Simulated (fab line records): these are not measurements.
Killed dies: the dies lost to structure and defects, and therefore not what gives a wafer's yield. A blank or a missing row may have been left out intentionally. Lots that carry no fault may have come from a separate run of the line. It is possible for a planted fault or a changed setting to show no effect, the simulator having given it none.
Problem report, 8D (eight disciplines) form, completed by code | flow sky130 | the parts of the form that need people (team, actions taken, sign-off) are left out

## 1. PROBLEM STATEMENT
Mean VIA2_HDPCVD_THK at SKY_VIA2_THK_MEAS_01: 1114 nm over 2 wafers in 2 lots; fault-free wafers: 1176 nm, standard deviation 12. That puts it -5.2 standard deviations away from the usual mean.
Seen first at day 40 07:15 on filmMetro-03, wafer L632.6. The record holds 36 wafers of 12 lots with a number at this step. Rule for "out" (also "out of limits"): further than 4 standard deviations from the usual mean. The other wafers with a number count as sound.

## 2. WHAT IT IS, WHAT IT ISN'T
question                    | is                | is not
which readings at this step | VIA2_HDPCVD_THK   | -
which lots                  | L632, L640        | L619, L620, L621, L622, L624, L625, L627, L629, L630, L631
which wafers of those lots  | L632.6, L640.4    | L632.1, L632.2, L640.1, L640.2
read on which gauges        | filmMetro-03      | filmMetro-01, filmMetro-04
when                        | from day 40 07:15 | up to then (32 sound wafers); but 2 sound wafers of L640 came after

## 3. SUSPECTS, AND WHAT RULES EACH OUT
Counting: if a tool at a process step up to the reading ran every lot that is out, it stays a suspect. Sound lots after the first of them don't rule it out here, since some wafers of a struck lot are sound.
- the gauge at SKY_VIA2_THK_MEAS_01: ruled out. All the wafers that are out were read on filmMetro-03, but those of them that SKY_VIA2_HDPCVD_00 has rows for are out there too, on other tools.
- hdpcvd-01 at SKY_VIA2_HDPCVD_00 (deposits SiO2, target thk 1180 nm, time 196.7 s): kept. It ran every lot that is out, first L632 (day 40 07:07); its last sound lot up to then is L631 (day 39 15:59). Out on those wafers are its own readings of runLengthS.
After counting, what remains is hdpcvd-01 at SKY_VIA2_HDPCVD_00.

## 4. THE CAUSE (what the simulator had put in)
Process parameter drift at SKY_VIA2_HDPCVD_00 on hdpcvd-01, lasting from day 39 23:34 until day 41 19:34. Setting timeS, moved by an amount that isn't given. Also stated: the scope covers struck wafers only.
After counting, this tool was the only one left.

## 5. SEQUENCE OF EFFECTS, ordered by route
One row per reading whose mean, taken over the struck wafers that have a number, lies over 3 standard deviations from the usual. Only readings whose record carries a usual standard deviation are examined. hours: median over the lots of the time between each lot's start at the first step of this table that gives one and its start at this step. sigmas: the change, counted in usual standard deviations.
hours | step                 | reading         | usual   | on struck wafers | change | sigmas
0     | SKY_VIA2_HDPCVD_00   | runLengthS      | 225.0 s | 215.6            | -9.4   | -15
0     | SKY_VIA2_THK_MEAS_01 | VIA2_HDPCVD_THK | 1176 nm | 1114             | -62    | -5.2
The process steps in it:
- SKY_VIA2_HDPCVD_00: deposits SiO2, target thk 1180 nm, time 196.7 s.

## 6. HOW IT WOULD HAVE BEEN CAUGHT EARLIER
In this record the first reading out of limits at a measuring or inspecting step was taken at day 40 07:15, 8 hours after the fault began at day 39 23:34.
At SKY_VIA2_HDPCVD_00, the tool's own readings (runLengthS) were out on each struck wafer the step has a row for, so an alarm limit on them would have fired on the first such wafer.
L640, from the lots that are out (2), started SKY_VIA2_HDPCVD_00 on hdpcvd-01 later than day 40 07:15. Had the tool been put on hold then, it would have been spared.
